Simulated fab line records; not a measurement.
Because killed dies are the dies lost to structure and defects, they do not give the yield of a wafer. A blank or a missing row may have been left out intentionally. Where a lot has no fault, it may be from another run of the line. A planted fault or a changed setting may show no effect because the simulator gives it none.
Which tool did it? :: flow gf180mcu :: 14 lots, 42 wafers sampled, at 5 steps of a route of 602

## WHAT THE GAUGES SHOWED, per wafer
GF_HV_LDD_OVL_MEAS_08.
lot: L372
measured: day 10 05:50
on: overlay-01
HV_LDD_OVL (nm): 2.0 2.4 1.3

lot: L373
measured: day 10 16:53
on: overlay-01
HV_LDD_OVL (nm): 3.2 2.5 2.1

lot: L374
measured: day 10 21:11
on: overlay-01
HV_LDD_OVL (nm): 0.2 1.1 1.0

lot: L376
measured: day 11 13:50
on: overlay-02
HV_LDD_OVL (nm): -0.8 0.1 -0.3

lot: L379
measured: day 12 10:41
on: overlay-01
HV_LDD_OVL (nm): 0.5 1.3 0.6

lot: L380
measured: day 12 15:01
on: overlay-02
HV_LDD_OVL (nm): 3.7 1.4 2.2

lot: L381
measured: day 13 05:29
on: overlay-01
HV_LDD_OVL (nm): 1.0 0.3 1.8

lot: L382
measured: day 13 11:16
on: overlay-02
HV_LDD_OVL (nm): 1.9 3.0 1.2

lot: L383
measured: day 13 16:53
on: overlay-02
HV_LDD_OVL (nm): 2.6 2.4 0.4

lot: L384
measured: day 13 20:05
on: overlay-01
HV_LDD_OVL (nm): 1.7 1.7 3.0

lot: L385
measured: day 14 06:47
on: overlay-01
HV_LDD_OVL (nm): -2.1 -1.7 -0.4

lot: L390
measured: day 15 19:28
on: overlay-01
HV_LDD_OVL (nm): 2.0 1.8 1.9

lot: L392
measured: day 16 09:37
on: overlay-01
HV_LDD_OVL (nm): -0.1 -0.7 1.2

lot: L393
measured: day 16 16:40
on: overlay-02
HV_LDD_OVL (nm): -3.8 -0.2 -0.5

GF_HV_LDD_TW_MEAS_23.
lot: L372
measured: day 11 00:26
on: film-metro-03
HV_LDD_2_TW: 1058 1059 1058

lot: L373
measured: day 11 12:21
on: film-metro-04
HV_LDD_2_TW: 1062 1065 1063

lot: L374
measured: day 11 16:43
on: film-metro-03
HV_LDD_2_TW: 1054 1063 1057

lot: L376
measured: day 12 09:16
on: film-metro-01
HV_LDD_2_TW: 1073 1069 1062

lot: L379
measured: day 13 06:10
on: film-metro-04
HV_LDD_2_TW: 1066 1067 1066

lot: L380
measured: day 13 11:20
on: film-metro-04
HV_LDD_2_TW: 1064 1068 1067

lot: L381
measured: day 14 01:47
on: film-metro-01
HV_LDD_2_TW: 1073 1073 1075

lot: L382
measured: day 14 08:00
on: film-metro-04
HV_LDD_2_TW: 1068 1070 1071

lot: L383
measured: day 14 14:20
on: film-metro-03
HV_LDD_2_TW: 1063 1065 1067

lot: L384
measured: day 14 17:26
on: film-metro-01
HV_LDD_2_TW: 1070 1062 1068

lot: L385
measured: day 15 04:08
on: film-metro-04
HV_LDD_2_TW: 1079 1072 1083

lot: L390
measured: day 16 17:36
on: film-metro-04
HV_LDD_2_TW: 1064 1061 1069

lot: L392
measured: day 17 09:03
on: film-metro-03
HV_LDD_2_TW: 1060 1062 1070

lot: L393
measured: day 17 16:16
on: film-metro-01
HV_LDD_2_TW: 1068 1070 1068

GF_HV_LDD_OVL_MEAS_47.
lot: L372
measured: day 12 14:47
on: overlay-01
HV_LDD_03_OVL (nm): -2.2 -2.2 -1.1

lot: L373
measured: day 13 03:00
on: overlay-02
HV_LDD_03_OVL (nm): 1.7 1.0 2.4

lot: L374
measured: day 13 07:16
on: overlay-02
HV_LDD_03_OVL (nm): 2.6 3.7 2.5

lot: L376
measured: day 14 01:55
on: overlay-01
HV_LDD_03_OVL (nm): 0.2 0.2 0.3

lot: L379
measured: day 14 23:35
on: overlay-01
HV_LDD_03_OVL (nm): 1.7 -0.3 0.9

lot: L380
measured: day 15 05:31
on: overlay-02
HV_LDD_03_OVL (nm): 1.2 0.5 0.2

lot: L381
measured: day 15 20:35
on: overlay-02
HV_LDD_03_OVL (nm): 1.0 0.8 0.9

lot: L382
measured: day 16 03:13
on: overlay-01
HV_LDD_03_OVL (nm): -0.4 -0.2 0.5

lot: L383
measured: day 16 09:45
on: overlay-02
HV_LDD_03_OVL (nm): 1.2 1.2 0.2

lot: L384
measured: day 16 13:45
on: overlay-02
HV_LDD_03_OVL (nm): -1.5 -2.7 -2.0

lot: L385
measured: day 17 00:56
on: overlay-02
HV_LDD_03_OVL (nm): -0.4 0.9 0.7

lot: L390
measured: day 18 16:44
on: overlay-02
HV_LDD_03_OVL (nm): -2.2 -0.9 -0.2

lot: L392
measured: day 19 09:07
on: overlay-02
HV_LDD_03_OVL (nm): 225.1 225.0 222.8 223.1 223.1 221.5

lot: L393
measured: day 19 17:16
on: overlay-01
HV_LDD_03_OVL (nm): 226.7 227.2 226.6 225.7 225.3 224.3

GF_NSD_CD_MEAS_07: target cd 400 nm.
lot: L372
measured: day 13 14:00
on: cd-sem-02
cd-nm (nm): 399.4 400.9 402.5

lot: L373
measured: day 14 03:13
on: cd-sem-01
cd-nm (nm): 400.0 401.0 402.5

lot: L374
measured: day 14 07:11
on: cd-sem-01
cd-nm (nm): 396.6 396.0 396.4

lot: L376
measured: day 15 02:10
on: cd-sem-01
cd-nm (nm): 399.0 400.5 399.2

lot: L379
measured: day 16 00:04
on: cd-sem-01
cd-nm (nm): 404.0 401.1 399.7

lot: L380
measured: day 16 06:17
on: cd-sem-01
cd-nm (nm): 396.7 398.6 397.6

lot: L381
measured: day 16 21:58
on: cd-sem-01
cd-nm (nm): 398.2 400.2 397.3

lot: L382
measured: day 17 04:58
on: cd-sem-02
cd-nm (nm): 398.4 401.3 397.8

lot: L383
measured: day 17 11:35
on: cd-sem-01
cd-nm (nm): 401.8 403.7 403.2

lot: L384
measured: day 17 15:32
on: cd-sem-02
cd-nm (nm): 402.4 401.1 401.9

lot: L385
measured: day 18 03:43
on: cd-sem-02
cd-nm (nm): 400.1 400.7 400.0

lot: L390
measured: day 19 20:04
on: cd-sem-01
cd-nm (nm): 400.2 400.3 401.3

## EACH LOT AND THE TOOL THAT RAN IT (in order: tool; ch and the chambers of the sampled wafers; start)
lot: L372
GF_HV_LDD_EXPOSE_43: iline-stepper-02 ch 0, day 12 05:32

lot: L373
GF_HV_LDD_EXPOSE_43: iline-stepper-01 ch 0, day 12 17:15

lot: L374
GF_HV_LDD_EXPOSE_43: iline-stepper-01 ch 0, day 12 20:49

lot: L376
GF_HV_LDD_EXPOSE_43: iline-stepper-02 ch 0, day 13 15:31

lot: L379
GF_HV_LDD_EXPOSE_43: iline-stepper-01 ch 0, day 14 13:00

lot: L380
GF_HV_LDD_EXPOSE_43: iline-stepper-01 ch 0, day 14 18:37

lot: L381
GF_HV_LDD_EXPOSE_43: iline-stepper-01 ch 0, day 15 09:57

lot: L382
GF_HV_LDD_EXPOSE_43: iline-stepper-01 ch 0, day 15 15:57

lot: L383
GF_HV_LDD_EXPOSE_43: iline-stepper-01 ch 0, day 15 22:57

lot: L384
GF_HV_LDD_EXPOSE_43: iline-stepper-02 ch 0, day 16 03:20

lot: L385
GF_HV_LDD_EXPOSE_43: iline-stepper-02 ch 0, day 16 13:48

lot: L390
GF_HV_LDD_EXPOSE_43: iline-stepper-02 ch 0, day 18 04:52

lot: L392
GF_HV_LDD_EXPOSE_43: iline-stepper-01 ch 0, day 18 21:04

lot: L393
GF_HV_LDD_EXPOSE_43: iline-stepper-01 ch 0, day 19 05:16
- GF_HV_LDD_EXPOSE_43: exposes mask Pplus HV AREA, target cd 400 nm.

## AS READ BY THE TOOLS THEMSELVES (means over the sampled wafers that have a number; for cases with no such wafer, the mark the record gives instead)
GF_HV_LDD_EXPOSE_43.
lot: L372
tool: iline-stepper-02
reticle-temp-C (C): 23.12

lot: L373
tool: iline-stepper-01
reticle-temp-C (C): 22.97

lot: L374
tool: iline-stepper-01
reticle-temp-C (C): 23.11

lot: L376
tool: iline-stepper-02
reticle-temp-C (C): 22.91

lot: L379
tool: iline-stepper-01
reticle-temp-C (C): 22.97

lot: L380
tool: iline-stepper-01
reticle-temp-C (C): 23.14

lot: L381
tool: iline-stepper-01
reticle-temp-C (C): 22.96

lot: L382
tool: iline-stepper-01
reticle-temp-C (C): 23.00

lot: L383
tool: iline-stepper-01
reticle-temp-C (C): 23.05

lot: L384
tool: iline-stepper-02
reticle-temp-C (C): 22.99

lot: L385
tool: iline-stepper-02
reticle-temp-C (C): 22.92

lot: L390
tool: iline-stepper-02
reticle-temp-C (C): 22.90

lot: L392
tool: iline-stepper-01
reticle-temp-C (C): 23.08

lot: L393
tool: iline-stepper-01
reticle-temp-C (C): 22.89

## THE ANSWER, worked out from the rows above alone
Rule: what is usual is taken from the lots themselves. Put in order of their means at a reading, lots are off if they are a third of the lots or fewer, leave a main group of 4 or more, and stand apart from it by a gap of 3 or more times the standard deviation of the main group's means; of several such gaps the widest counts. Not used: any main group whose means are identical at the precision the tables above print for the reading. A lot without any number at a reading at which 4 lots or more have one is off too. Where the step has rows for the other lots, those lots are counted as sound. The gauges are gone through in route order, then the tools' own readings, and for those a lot's mean is taken as printed above. The first step at which some lot is off is used, and at that step the reading that is off furthest; a lot without a number counts as furthest.
Off: L392, L393, at GF_HV_LDD_OVL_MEAS_47 (HV_LDD_03_OVL). Main group: mean 0.3 nm, sd 1.4.
A tool fits if, at a process step before that reading, it ran every lot that is off, and no sound lot after the first of them. The gauges at GF_HV_LDD_OVL_MEAS_47 are tried like those tools. One fits: iline-stepper-01 at GF_HV_LDD_EXPOSE_43. Its last sound lot is L383 (day 15 22:57), its first lot that is off L392 (day 18 21:04): a fault that began between those two fits.

## WHAT WAS PUT IN BY THE SIMULATOR
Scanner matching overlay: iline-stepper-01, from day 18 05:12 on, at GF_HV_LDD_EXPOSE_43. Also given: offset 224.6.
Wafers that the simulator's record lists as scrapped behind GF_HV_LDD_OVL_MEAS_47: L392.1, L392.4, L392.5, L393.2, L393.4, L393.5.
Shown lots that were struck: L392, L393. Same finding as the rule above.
